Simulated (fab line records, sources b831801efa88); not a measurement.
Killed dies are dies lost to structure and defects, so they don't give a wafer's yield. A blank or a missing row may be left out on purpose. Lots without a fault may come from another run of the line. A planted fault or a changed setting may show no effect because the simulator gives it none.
Which tool did it? | flow sky130 | 10 lots, 30 wafers sampled, at 6 steps of a route of 708

WHAT THE GAUGES READ, wafer by wafer
SKY_VIA3_RS_MEAS_22: measures by four-point-probe. Usual: VIA3_W_RS 0.293 ohm/sq, standard deviation 0.0042.
lot  | measured     | on            | VIA3_W_RS (ohm/sq) | flag
L643 | day 39 16:49 | film_metro-04 | 0.298 0.296 0.302  |
L644 | day 39 20:32 | film_metro-02 | 0.291 0.291 0.291  |
L645 | day 40 04:12 | film_metro-02 | 0.296 0.297 0.293  |
L653 | day 42 13:31 | film_metro-04 | 0.293 0.293 0.289  |
L655 | day 43 10:36 | film_metro-02 | 0.449 0.299 0.297  | OFF
L656 | day 43 12:40 | film_metro-02 | 0.293 0.294 0.289  |
L657 | day 43 16:09 | film_metro-01 | 0.450 0.302 0.296  | OFF
L661 | day 45 04:34 | film_metro-04 | 0.293 0.296 0.288  |
L665 | day 46 00:34 | film_metro-02 | 0.299 0.296 0.289  |
L666 | day 46 03:05 | film_metro-01 | 0.291 0.301 0.293  |

SKY_VIA3_THK_MEAS_23: measures by xrf. Usual: VIA3_W_THK 395 nm, standard deviation 7.
lot  | measured     | on            | VIA3_W_THK (nm) | flag
L643 | day 39 16:56 | film_metro-04 | 382 388 378     |
L644 | day 39 20:39 | film_metro-02 | 399 396 396     |
L645 | day 40 04:19 | film_metro-02 | 397 395 399     |
L653 | day 42 13:38 | film_metro-04 | 398 398 403     |
L655 | day 43 10:43 | film_metro-02 | 257 384 384     | OFF
L656 | day 43 12:47 | film_metro-02 | 393 390 395     |
L657 | day 43 16:16 | film_metro-01 | 257 382 387     | OFF
L661 | day 45 04:40 | film_metro-04 | 395 389 400     |
L665 | day 46 00:41 | film_metro-02 | 388 392 401     |
L666 | day 46 03:10 | film_metro-01 | 402 385 395     |

WHICH TOOL RAN EACH LOT (tool, then ch and the chambers of the sampled wafers, then the start)
lot  | SKY_LI_CONTACT_CMP_24         | SKY_METAL1_SPUTTER_00        | SKY_CAPM_STRIP_14                    | SKY_VIA3_CVD_21
L643 | cmp-01 ch 0,1,3, day 29 05:17 | pvd_sputter-01, day 31 16:24 | plasma_asher-01 ch 0,1, day 37 11:35 | cvd_w-02 ch 0,1, day 39 16:42
L644 | cmp-01 ch 0,1,3, day 29 11:47 | pvd_sputter-03, day 31 21:28 | plasma_asher-01 ch 0, day 37 15:05   | cvd_w-01 ch 0, day 39 20:24
L645 | cmp-02 ch 0,1,3, day 29 18:35 | pvd_sputter-03, day 32 06:01 | plasma_asher-04 ch 0,1, day 37 23:32 | cvd_w-02 ch 0,1, day 40 04:04
L653 | cmp-02 ch 0,2, day 32 13:15   | pvd_sputter-04, day 34 20:46 | plasma_asher-01 ch 0,1, day 40 11:11 | cvd_w-02 ch 0,1, day 42 13:23
L655 | cmp-01 ch 1,3, day 33 12:44   | pvd_sputter-04, day 35 22:07 | plasma_asher-02 ch 0,1, day 41 08:41 | cvd_w-02 ch 0,1, day 43 10:29
L656 | cmp-01 ch 1,2, day 33 13:26   | pvd_sputter-03, day 35 22:25 | plasma_asher-02 ch 0,1, day 41 09:47 | cvd_w-01 ch 0,1, day 43 12:32
L657 | cmp-01 ch 1,2, day 33 18:50   | pvd_sputter-04, day 36 03:10 | plasma_asher-01 ch 0,1, day 41 14:08 | cvd_w-02 ch 0,1, day 43 16:02
L661 | cmp-01 ch 0,2,3, day 35 11:57 | pvd_sputter-04, day 37 19:10 | plasma_asher-04 ch 0,1, day 43 03:29 | cvd_w-01 ch 0,1, day 45 04:25
L665 | cmp-02 ch 2,3, day 36 11:32   | pvd_sputter-03, day 38 17:44 | plasma_asher-04 ch 0,1, day 44 02:14 | cvd_w-01 ch 0,1, day 46 00:25
L666 | cmp-02 ch 0,1, day 36 15:40   | pvd_sputter-01, day 38 21:13 | plasma_asher-04 ch 0,1, day 44 04:53 | cvd_w-01 ch 0,1, day 46 02:56
- SKY_LI_CONTACT_CMP_24: polishes, stops on PSG, t overpolish 20 s, target thk 0 nm.
- SKY_METAL1_SPUTTER_00: material Ti, target thk 15 nm, time 10 s.
- SKY_CAPM_STRIP_14: strips in O2/N2.
- SKY_VIA3_CVD_21: deposits W, target thk 390 nm, time 117.31 s.

WHAT THE TOOLS THEMSELVES READ (means of the sampled wafers that have a number; where no wafer has one, the mark that the record gives instead)
SKY_LI_CONTACT_CMP_24. Usual: motor_current_A 10.0 A, standard deviation 0.85; overpolish_run_s 20.000 s, standard deviation 0.0099; slurry_filter_dp_kPa 13.48 kPa, standard deviation 0.14; time_to_endpoint_s 98 s, standard deviation 3.7.
lot  | tool   | motor_current_A (A) | overpolish_run_s (s) | slurry_filter_dp_kPa (kPa) | time_to_endpoint_s (s) | flag
L643 | cmp-01 | 10.1                | 19.999               | 13.49                      | 99                     |
L644 | cmp-01 | 10.3                | 20.000               | 13.49                      | 100                    |
L645 | cmp-02 | 9.9                 | 20.001               | 13.42                      | 95                     |
L653 | cmp-02 | 9.0                 | 20.006               | 13.35                      | 104                    |
L655 | cmp-01 | 10.9                | 19.997               | 13.42                      | 93                     |
L656 | cmp-01 | 10.7                | 20.003               | 13.37                      | 95                     |
L657 | cmp-01 | 11.4                | 19.997               | 13.54                      | 97                     |
L661 | cmp-01 | 9.9                 | 20.002               | 13.48                      | 100                    |
L665 | cmp-02 | 9.7                 | 20.005               | 13.36                      | 100                    |
L666 | cmp-02 | 10.8                | 20.005               | 13.49                      | 96                     |

SKY_METAL1_SPUTTER_00. Usual: throttle_valve_pct 30.2 %, standard deviation 1.
lot  | tool           | throttle_valve_pct (%) | flag
L643 | pvd_sputter-01 | 30.6                   |
L644 | pvd_sputter-03 | 29.4                   |
L645 | pvd_sputter-03 | 29.5                   |
L653 | pvd_sputter-04 | 29.5                   |
L655 | pvd_sputter-04 | 29.4                   |
L656 | pvd_sputter-03 | 29.7                   |
L657 | pvd_sputter-04 | 30.6                   |
L661 | pvd_sputter-04 | 30.5                   |
L665 | pvd_sputter-03 | 29.1                   |
L666 | pvd_sputter-01 | 30.3                   |

SKY_CAPM_STRIP_14. Usual: chamber_pressure_mTorr 1499.8 mTorr, standard deviation 1.3; drypump_motor_current_A 5.7 A, standard deviation 0.34; oes_product_au 0.710 a.u., standard deviation 0.0041; strip_time_to_endpoint_s 12.67 s, standard deviation 0.054.
lot  | tool            | chamber_pressure_mTorr (mTorr) | drypump_motor_current_A (A) | oes_product_au (a.u.) | strip_time_to_endpoint_s (s) | flag
L643 | plasma_asher-01 | 1499.9                         | 5.6                         | 0.710                 | 12.65                        |
L644 | plasma_asher-01 | 1500.2                         | 5.4                         | 0.711                 | 12.70                        |
L645 | plasma_asher-04 | 1499.0                         | 5.7                         | 0.710                 | 12.62                        |
L653 | plasma_asher-01 | 1500.5                         | 5.7                         | 0.706                 | 12.71                        |
L655 | plasma_asher-02 | 1499.3                         | 5.6                         | 0.711                 | 12.61                        |
L656 | plasma_asher-02 | 1499.4                         | 5.9                         | 0.711                 | 12.62                        |
L657 | plasma_asher-01 | 1498.8                         | 5.6                         | 0.709                 | 12.68                        |
L661 | plasma_asher-04 | 1499.7                         | 5.7                         | 0.710                 | 12.64                        |
L665 | plasma_asher-04 | 1499.8                         | 5.8                         | 0.710                 | 12.70                        |
L666 | plasma_asher-04 | 1500.1                         | 5.7                         | 0.709                 | 12.64                        |

SKY_VIA3_CVD_21. Usual: heater_power_w 829 W, standard deviation 24; susceptor_temp_C 400.03 C, standard deviation 0.22.
lot  | tool     | heater_power_w (W) | susceptor_temp_C (C) | flag
L643 | cvd_w-02 | 813                | 400.00               |
L644 | cvd_w-01 | 833                | 399.97               |
L645 | cvd_w-02 | 821                | 400.28               |
L653 | cvd_w-02 | 814                | 400.23               |
L655 | cvd_w-02 | 814                | 400.07               |
L656 | cvd_w-01 | 859                | 399.99               |
L657 | cvd_w-02 | 817                | 400.25               |
L661 | cvd_w-01 | 841                | 399.89               |
L665 | cvd_w-01 | 859                | 400.14               |
L666 | cvd_w-01 | 856                | 400.30               |

THE ANSWER, worked out from the rows above alone
Rule: a lot is off if the mean of its wafers that have a number lies more than 3 standard deviations from the usual mean. A lot without any number at a reading at which 4 lots or more have one is off too. The other lots that the step has rows for count as sound. The gauges are gone through in route order, then the tools' own readings, and for those a lot's mean is taken as printed above. The first step at which some lot is off is used, and at that step the reading that is off furthest; a lot without a number counts as furthest.
Off: L655, L657, at SKY_VIA3_RS_MEAS_22 (VIA3_W_RS).
A tool fits if, at a process step before that reading, it ran every lot that is off, and no sound lot after the first of them. The gauges at SKY_VIA3_RS_MEAS_22 are tried like those tools. One fits: cvd_w-02 at SKY_VIA3_CVD_21. Its last sound lot is L653 (day 42 13:23), its first lot that is off L655 (day 43 10:29): a fault that began between those two fits.

WHAT THE SIMULATOR HAD PUT IN
Process parameter drift: cvd_w-02, from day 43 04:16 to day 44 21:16, at SKY_VIA3_CVD_21. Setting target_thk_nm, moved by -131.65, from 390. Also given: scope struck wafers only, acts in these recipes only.
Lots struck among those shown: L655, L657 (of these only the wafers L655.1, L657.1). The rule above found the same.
